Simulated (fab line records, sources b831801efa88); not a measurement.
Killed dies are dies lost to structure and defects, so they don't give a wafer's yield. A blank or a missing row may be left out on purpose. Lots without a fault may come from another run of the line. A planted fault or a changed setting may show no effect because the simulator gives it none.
Chamber matching | flow gf180mcu | GF_STI_CVD_23 on hdpcvd-02: 3 sister chambers
The step deposits SiO2, target thk 650 nm, time 108.3 s. 3 wafers are shown with their chamber, then 7 later ones without.

WAFERS WITH THEIR CHAMBER
wafer  | chamber | run_length_s (s)
L904.5 | 2       | 137.2
L907.4 | 0       | 136.9
L907.5 | 1       | 136.3

WAFERS WITHOUT THEIR CHAMBER
wafer  | run_length_s (s)
L907.6 | 137.5
L909.1 | 136.8
L909.3 | 136.8
L909.6 | 136.6
L918.3 | 136.7
L918.4 | 136.5
L918.6 | 136.4

WHICH CHAMBER EACH WENT THROUGH
wafer  | from the rows above          | in truth
L907.6 | can't be placed: 2 or 0      | 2
L909.1 | can't be placed: 0 or 2 or 1 | 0
L909.3 | can't be placed: 0 or 2 or 1 | 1
L909.6 | can't be placed: 1 or 0 or 2 | 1
L918.3 | can't be placed: 0 or 1 or 2 | 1
L918.4 | can't be placed: 1 or 0      | 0
L918.6 | can't be placed: 1 or 0      | 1
Placed correctly: 0 of 7. Can't be placed from these rows: 7 (the true chamber is among the candidates in 7). Placed wrongly: 0.
How it was worked out, from the rows above alone: a wafer's distance from a chamber is the root of the sum, over the readings, of the square of ((its reading less the chamber's mean) divided by the reading's scatter). The wafer belongs to the nearest chamber; if the next one is less than 2 further off, it can't be placed. A chamber's mean is the mean of its shown wafers. The scatter: with one shown wafer a chamber, the root of the mean of the squares of how far each hidden wafer lies from its nearest shown one.
